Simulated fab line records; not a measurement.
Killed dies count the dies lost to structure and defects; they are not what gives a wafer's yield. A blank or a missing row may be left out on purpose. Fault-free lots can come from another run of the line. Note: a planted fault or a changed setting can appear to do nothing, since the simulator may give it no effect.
Which of the tools did it? | flow sfqLine | 43 wafers from 15 lots sampled at 3 of the route's 325 steps

== WHAT THE GAUGES SHOWED, per wafer ==
SFQ_I1_OVL_MEAS_913. Usual: for I1_OVL the level is -5 nm and the standard deviation is 5.5.
lot  | measured     | on         | I1_OVL (nm) | flag
L640 | day 20 16:33 | overlay-02 | -5 -7 -11   | 
L641 | day 21 00:53 | overlay-02 | -5 -6 -9    | 
L642 | day 21 10:29 | overlay-01 | 0 -2 -2     | 
L643 | day 21 15:17 | overlay-02 | -6 -4 1     | 
L644 | day 21 22:36 | overlay-02 | 7 5 6       | 
L646 | day 26 02:48 | overlay-01 | -3 -1 -8    | 
L647 | day 26 08:55 | overlay-02 | -9 -10 -8   | 
L648 | day 26 19:49 | overlay-01 | -14 0 -2    | 
L649 | day 27 06:38 | overlay-02 | -9 -6 -13   | 
L650 | day 27 09:01 | overlay-01 | -9 -11 -15  | 
L654 | day 28 16:28 | overlay-01 | -1 -10 -5   | 
L657 | day 29 22:02 | overlay-02 | -14 -9      | 
L658 | day 30 02:50 | overlay-02 | -7 -5       | 
L662 | day 31 00:25 | overlay-01 | -3 -1 3     | 
L663 | day 31 02:50 | overlay-01 | -10 -13 -14 | 

== EACH LOT AND THE TOOL THAT RAN IT (in order: tool; ch and the chambers of the sampled wafers; start) ==
lot  | SFQ_TRILAYER_M0_ETCH_METAL_ETCH_024 | SFQ_TRILAYER_M0_STRIP_STRIP_025
L640 | rieMetal-04 ch 0,1, day 8 11:45     | rieMetal-04 ch 0,1, day 8 11:53
L641 | rieMetal-01 ch 0,1, day 8 15:21     | rieMetal-01 ch 0,1, day 8 15:29
L642 | rieMetal-03 ch 0, day 8 17:45       | rieMetal-03 ch 0, day 8 17:53
L643 | rieMetal-03 ch 0,1, day 8 20:20     | rieMetal-03 ch 0,1, day 8 20:27
L644 | rieMetal-01 ch 0,1, day 9 02:09     | rieMetal-01 ch 0,1, day 9 02:17
L646 | rieMetal-03 ch 0,1, day 9 07:00     | rieMetal-03 ch 0,1, day 9 07:08
L647 | rieMetal-04 ch 0,1, day 9 11:53     | rieMetal-04 ch 0,1, day 9 12:01
L648 | rieMetal-03 ch 0,1, day 9 19:03     | rieMetal-03 ch 0,1, day 9 19:11
L649 | rieMetal-03 ch 0,1, day 9 22:42     | rieMetal-03 ch 0,1, day 9 22:59
L650 | rieMetal-01 ch 0,1, day 9 23:51     | rieMetal-01 ch 0,1, day 9 23:59
L654 | rieMetal-01 ch 0,1, day 11 04:26    | rieMetal-01 ch 0,1, day 11 04:34
L657 | rieMetal-01 ch 1, day 12 08:47      | rieMetal-01 ch 1, day 12 08:55
L658 | rieMetal-01 ch 0, day 12 11:14      | rieMetal-01 ch 0, day 12 11:31
L662 | rieMetal-03 ch 0,1, day 17 10:40    | rieMetal-03 ch 0,1, day 17 10:47
L663 | rieMetal-04 ch 0,1, day 17 14:18    | rieMetal-04 ch 0,1, day 17 14:35
- SFQ_TRILAYER_M0_ETCH_METAL_ETCH_024: etches Nb in Cl2/Ar, stops on SiO2, target depth 240 nm, time 120 s.
- SFQ_TRILAYER_M0_STRIP_STRIP_025: strips in O2.

== WHAT THE TOOLS THEMSELVES READ (means of the sampled wafers that have a number; where no wafer has one, the mark that the record gives instead) ==
SFQ_TRILAYER_M0_ETCH_METAL_ETCH_024. Usual: drypumpMotorCurrentA 5.6 A, standard deviation 0.41; oesProductAu 0.892 a.u., standard deviation 0.0069; runLengthS 147.9 s, standard deviation 0.38.
lot  | tool        | drypumpMotorCurrentA (A) | oesProductAu (a.u.) | runLengthS (s) | flag
L640 | rieMetal-04 | 5.9                      | 0.885               | 147.4          | 
L641 | rieMetal-01 | 5.4                      | 0.894               | 148.1          | 
L642 | rieMetal-03 | 6.0                      | 0.896               | 148.2          | 
L643 | rieMetal-03 | 5.3                      | 0.889               | 148.1          | 
L644 | rieMetal-01 | 5.6                      | 0.888               | 148.0          | 
L646 | rieMetal-03 | 5.3                      | 0.891               | 148.0          | 
L647 | rieMetal-04 | 5.6                      | 0.894               | 147.5          | 
L648 | rieMetal-03 | 5.6                      | 0.886               | 148.3          | 
L649 | rieMetal-03 | 5.6                      | 0.890               | 148.3          | 
L650 | rieMetal-01 | 5.5                      | 0.888               | 148.0          | 
L654 | rieMetal-01 | 5.4                      | 0.938               | 139.3          | OFF
L657 | rieMetal-01 | 5.7                      | 0.948               | 134.5          | OFF
L658 | rieMetal-01 | 5.3                      | 0.951               | 135.1          | OFF
L662 | rieMetal-03 | 5.3                      | 0.894               | 148.1          | 
L663 | rieMetal-04 | 5.6                      | 0.895               | 147.6          | 

SFQ_TRILAYER_M0_STRIP_STRIP_025. Usual: drypumpMotorCurrentA 5.6 A, standard deviation 0.41; oesProductAu 1.002 a.u., standard deviation 0.0069.
lot  | tool        | drypumpMotorCurrentA (A) | oesProductAu (a.u.) | flag
L640 | rieMetal-04 | 5.9                      | 0.994               | 
L641 | rieMetal-01 | 5.4                      | 1.007               | 
L642 | rieMetal-03 | 5.9                      | 0.994               | 
L643 | rieMetal-03 | 5.3                      | 1.005               | 
L644 | rieMetal-01 | 5.6                      | 1.001               | 
L646 | rieMetal-03 | 5.3                      | 1.002               | 
L647 | rieMetal-04 | 5.6                      | 1.005               | 
L648 | rieMetal-03 | 5.6                      | 0.999               | 
L649 | rieMetal-03 | 5.7                      | 1.006               | 
L650 | rieMetal-01 | 5.6                      | 1.000               | 
L654 | rieMetal-01 | 5.4                      | 0.998               | 
L657 | rieMetal-01 | 5.6                      | 0.998               | 
L658 | rieMetal-01 | 5.3                      | 1.004               | 
L662 | rieMetal-03 | 5.3                      | 1.009               | 
L663 | rieMetal-04 | 5.6                      | 0.999               | 

== THE ANSWER, worked out from the rows above alone ==
Rule: a lot counts as off when the mean over its wafers that have a number is more than 3 standard deviations away from the usual mean. A lot without any number at a reading at which 4 lots or more have one is off too. The other lots that the step has rows for count as sound. First the gauges in route order, then the tools' own readings, where a lot's mean is used as printed above. At the first step where some lot is off, the reading lying furthest off is the one used; lots without a number count as furthest.
Off: L654, L657, L658 (SFQ_TRILAYER_M0_ETCH_METAL_ETCH_024, runLengthS).
If a tool, at that step or one of the process steps before it, ran each lot that is off and ran no sound lot following the first of them, it fits. One candidate fits, namely rieMetal-01 at SFQ_TRILAYER_M0_ETCH_METAL_ETCH_024. A fault onset in the window from L650 (day 9 23:51, its last sound lot) to L654 (day 11 04:26, its first lot off) fits.
The tool's own readings at SFQ_TRILAYER_M0_ETCH_METAL_ETCH_024 bear it out: on the lots that are off they differ by more than 5 times the standard deviation of the sound lots' means. oesProductAu reads 0.946 a.u. there against 0.891 a.u. on the sound lots; runLengthS reads 136.3 s there against 148.0 s on the sound lots.

== WHAT THE SIMULATOR HAD INSERTED ==
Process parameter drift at SFQ_TRILAYER_M0_ETCH_METAL_ETCH_024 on rieMetal-01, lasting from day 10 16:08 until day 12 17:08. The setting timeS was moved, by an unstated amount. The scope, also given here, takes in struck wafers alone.
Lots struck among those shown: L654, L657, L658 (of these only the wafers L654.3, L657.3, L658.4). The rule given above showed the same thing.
